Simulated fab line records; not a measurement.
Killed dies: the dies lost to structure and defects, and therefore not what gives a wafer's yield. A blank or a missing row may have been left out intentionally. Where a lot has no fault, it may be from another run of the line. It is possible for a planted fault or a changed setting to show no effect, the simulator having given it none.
The tool behind it: which one?	flow sky130	12 lots with 36 wafers sampled at 2 steps, on a route of 708 steps

== WHAT EACH GAUGE READ, for each wafer ==
SKY_VIA4_THK_MEAS_20: measures by xrf. Usual: VIA4_W_THK 522 nm, standard deviation 7.2.
lot	measured	on	VIA4_W_THK (nm)	flag
L192	day 43 12:06	film metro-04	519 520 517	
L193	day 44 01:23	film metro-03	526 531 515	
L195	day 44 15:59	film metro-04	526 524 516	
L196	day 44 22:37	film metro-01	508 506 509	
L198	day 44 23:09	film metro-03	522 525 523	
L199	day 45 09:55	film metro-04	520 520 520	
L206	day 47 01:13	film metro-04	520 523 526	
L209	day 47 22:32	film metro-03	524 526 525	
L210	day 47 23:15	film metro-04	515 520 513	
L212	day 48 10:37	film metro-04	515 526 522	
L213	day 48 15:25	film metro-04	523 520 518	
L214	day 48 16:06	film metro-01	512 529 531	

== EACH LOT AND THE TOOL THAT RAN IT (in order: tool; ch and the chambers of the sampled wafers; start) ==
lot	SKY_CAP2M_METAL_ETCH_13
L192	rie metal-04 ch 1, day 41 10:22
L193	rie metal-04 ch 0,1, day 41 23:13
L195	rie metal-02 ch 0,1, day 42 15:07
L196	rie metal-04 ch 1, day 42 21:09
L198	rie metal-02 ch 0,1, day 42 22:31
L199	rie metal-01 ch 0,1, day 43 10:52
L206	rie metal-02 ch 0,1, day 45 04:18
L209	rie metal-04 ch 0,1, day 46 02:30
L210	rie metal-02 ch 0, day 46 03:59
L212	rie metal-04 ch 0,1, day 46 15:19
L213	rie metal-04 ch 0,1, day 46 20:21
L214	rie metal-01 ch 0,1, day 46 21:19
- SKY_CAP2M_METAL_ETCH_13: etches TiN in Cl2/BCl3, stops on SiO2, target depth 220 nm, time 62.9 s.

== AS READ BY THE TOOLS THEMSELVES (means over the sampled wafers that have a number; for cases with no such wafer, the mark the record gives instead) ==
SKY_CAP2M_METAL_ETCH_13. Usual: bias w 48.50 W, standard deviation 0.13; drypump motor current A 5.6 A, standard deviation 0.42; oes product au 0.944 a.u., standard deviation 0.0081; throttle valve pct 21.899 %, standard deviation 0.0095.
lot	tool	bias w (W)	drypump motor current A (A)	oes product au (a.u.)	throttle valve pct (%)	flag
L192	rie metal-04	48.59	5.2	0.942	21.890	
L193	rie metal-04	48.51	5.7	0.950	21.907	
L195	rie metal-02	48.54	5.9	0.951	21.895	
L196	rie metal-04	48.50	5.1	0.947	21.885	
L198	rie metal-02	48.54	5.6	0.947	21.895	
L199	rie metal-01	48.49	5.5	0.932	21.907	
L206	rie metal-02	48.52	5.9	0.954	21.895	
L209	rie metal-04	48.58	5.4	0.944	21.896	
L210	rie metal-02	48.50	5.2	0.937	21.908	
L212	rie metal-04	48.42	5.4	0.944	21.894	
L213	rie metal-04	48.47	5.4	0.943	21.894	
L214	rie metal-01	48.53	5.4	0.933	21.901	

== THE ANSWER, worked out from the rows above alone ==
Rule: lot off if the mean of its wafers having a number is beyond 3 standard deviations from the usual mean. A lot without any number at a reading at which 4 lots or more have one is off too. Any other lot the step has rows for is counted as sound. Order of review: gauges by route order, followed by the tools' own readings, for which a lot's mean as printed above is used. At the first step where some lot is off, the reading lying furthest off is the one used; lots without a number count as furthest.
Across all readings shown, no lot is off: no conclusion can be drawn from this.

== WHAT THE SIMULATOR HAD INSERTED ==
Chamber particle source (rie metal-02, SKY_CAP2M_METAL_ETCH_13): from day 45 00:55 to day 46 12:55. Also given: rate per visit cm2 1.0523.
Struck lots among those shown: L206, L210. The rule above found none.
